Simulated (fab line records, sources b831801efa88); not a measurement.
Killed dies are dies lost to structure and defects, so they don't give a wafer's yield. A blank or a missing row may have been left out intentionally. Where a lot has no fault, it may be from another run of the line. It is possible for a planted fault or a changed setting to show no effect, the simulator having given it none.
A struck lot beside a sound one -- flow sky130 -- 26 out of 708 route steps
Sound: the wafers L577.1, L577.4, L577.6. Wafers struck: L581.1, L581.2, L581.5. The cause is given at the end.
At each step with rows: each side's tool, then ch and its chambers, then its first start. Under that, the readings that differ: sound wafers -- struck wafers -- difference of the means -- sigmas: that difference in standard deviations of wafers without a fault.
alike: readings whose means differ by less than 2 such deviations, and words and numbers that are the same on both sides. not compared: withheld readings, readings that some wafer has no value for, bounds like >300 that may hide the same value, and numbers for which the record gives no deviation and whose values overlap.
Wherever a step has rows on one side only, a row that says differs or no value, or a row with sigmas, the two part there. Numbers that don't overlap but have no deviation are shown without sigmas and don't part them. Lack of a reading on every wafer of one side parts them only where that side has two or more wafers.

SKY_LDD_N_STRIP_16: strips in O2/N2.
  sound on plasma-asher-04 ch 1, day 18 19:55; struck on plasma-asher-03 ch 0,1, day 20 06:14
reading,sound,struck,difference,sigmas
strip-time-to-endpoint-s (s),4.291 4.297 4.294,4.327 4.309 4.340,+0.031,+2
  alike: drypump-motor-current-A, n2-flow-sccm, oes-product-au
  not compared: rf-hours-counter-h
SKY_LDD_N_TW_MEAS_17:
  struck on film-metro-01, day 20 06:20; sound on film-metro-02, day 18 20:01
reading,sound,struck,difference,sigmas
LDD_N_TW,2570 2565 2581,2619 2644 2634,+60,+2
then, 7 steps without rows for these wafers: SKY_LDD_P_DEHYDRATE_00 (time 60 s); SKY_LDD_P_HMDS_01 (prime time 60 s); SKY_LDD_P_COAT_02 (resist thk 1140 nm); SKY_LDD_P_SOFTBAKE_03 (time 60 s); SKY_LDD_P_EXPOSE_04 (exposes mask PSDM, target cd 380 nm); SKY_LDD_P_PEB_05; SKY_LDD_P_DEVELOP_06 (develop time 61.53 s).
SKY_LDD_P_CD_MEAS_07 targets a cd of 380 nm.
  struck on cd-sem-01, day 21 13:30; sound on cd-sem-01, day 20 02:16
  alike: cd-nm
SKY_LDD_P_OVL_MEAS_08:
  struck on overlay-02, day 21 13:37; sound on overlay-01, day 20 02:23
  alike: LDD_P_OVL
then, 1 step without rows for these wafers: SKY_LDD_P_IMPLANT_09.
SKY_LDD_P_STRIP_10: strips in O2/N2.
  sound on plasma-asher-03 ch 0,1, day 20 02:35; struck on plasma-asher-03 ch 0,1, day 21 13:48
reading,sound,struck,difference,sigmas
oes-product-au (a.u.),0.711 0.714 0.714,0.923 0.940 0.928,+0.217,+49
strip-time-to-endpoint-s (s),14.27 14.22 14.21,- - -,no value on the struck wafers,
model.NOVOLAK_of_LDD_P_COAT_02.thk-nm (nm),0 0 0,457.1 455.6 455.6,+456.1,
  alike: drypump-motor-current-A, n2-flow-sccm
  not compared: rf-hours-counter-h
SKY_LDD_P_TW_MEAS_11:
  struck on film-metro-04, day 21 13:56; sound on film-metro-04, day 20 02:41
  alike: LDD_P_TW
then, 7 steps without rows for these wafers: SKY_LDD_HVN_DEHYDRATE_00 (time 60 s); SKY_LDD_HVN_HMDS_01 (prime time 60 s); SKY_LDD_HVN_COAT_02 (resist thk 304.1 nm); SKY_LDD_HVN_SOFTBAKE_03 (time 60 s); SKY_LDD_HVN_EXPOSE_04 (exposes mask HVNTM, target cd 700 nm); SKY_LDD_HVN_PEB_05; SKY_LDD_HVN_DEVELOP_06 (develop time 60 s).
SKY_LDD_HVN_OVL_MEAS_07:
  struck on overlay-01, day 22 19:36; sound on overlay-01, day 21 09:27
  alike: LDD_HVN_OVL
then, 1 step without rows for these wafers: SKY_LDD_HVN_IMPLANT_08.
SKY_LDD_HVN_STRIP_09: strips in O2/N2.
  sound on plasma-asher-02 ch 0, day 21 09:38; struck on plasma-asher-04 ch 0,1, day 22 19:47
reading,sound,struck,difference,sigmas
oes-product-au (a.u.),0.411 0.413 0.403,0.704 0.700 0.704,+0.294,+67
strip-time-to-endpoint-s (s),4.194 4.198 4.217,11.441 11.415 11.406,+7.218,+99 or more
  alike: drypump-motor-current-A, n2-flow-sccm
  not compared: rf-hours-counter-h
SKY_LDD_HVN_TW_MEAS_10:
  struck on film-metro-02, day 22 20:07; sound on film-metro-04, day 21 09:44
reading,sound,struck,difference,sigmas
LDD_HVN_TW,1449 1456 1451,30 30 30,-1422,-99 or more
  not compared: hold
then, 1 step without rows for these wafers: SKY_PAD_OPEN_PROBE_99.

== WHERE THEY PART ==
Last at SKY_LDD_HVN_TW_MEAS_10 as far as this record goes, first at SKY_LDD_N_STRIP_16.

WHY: what the simulator had put in
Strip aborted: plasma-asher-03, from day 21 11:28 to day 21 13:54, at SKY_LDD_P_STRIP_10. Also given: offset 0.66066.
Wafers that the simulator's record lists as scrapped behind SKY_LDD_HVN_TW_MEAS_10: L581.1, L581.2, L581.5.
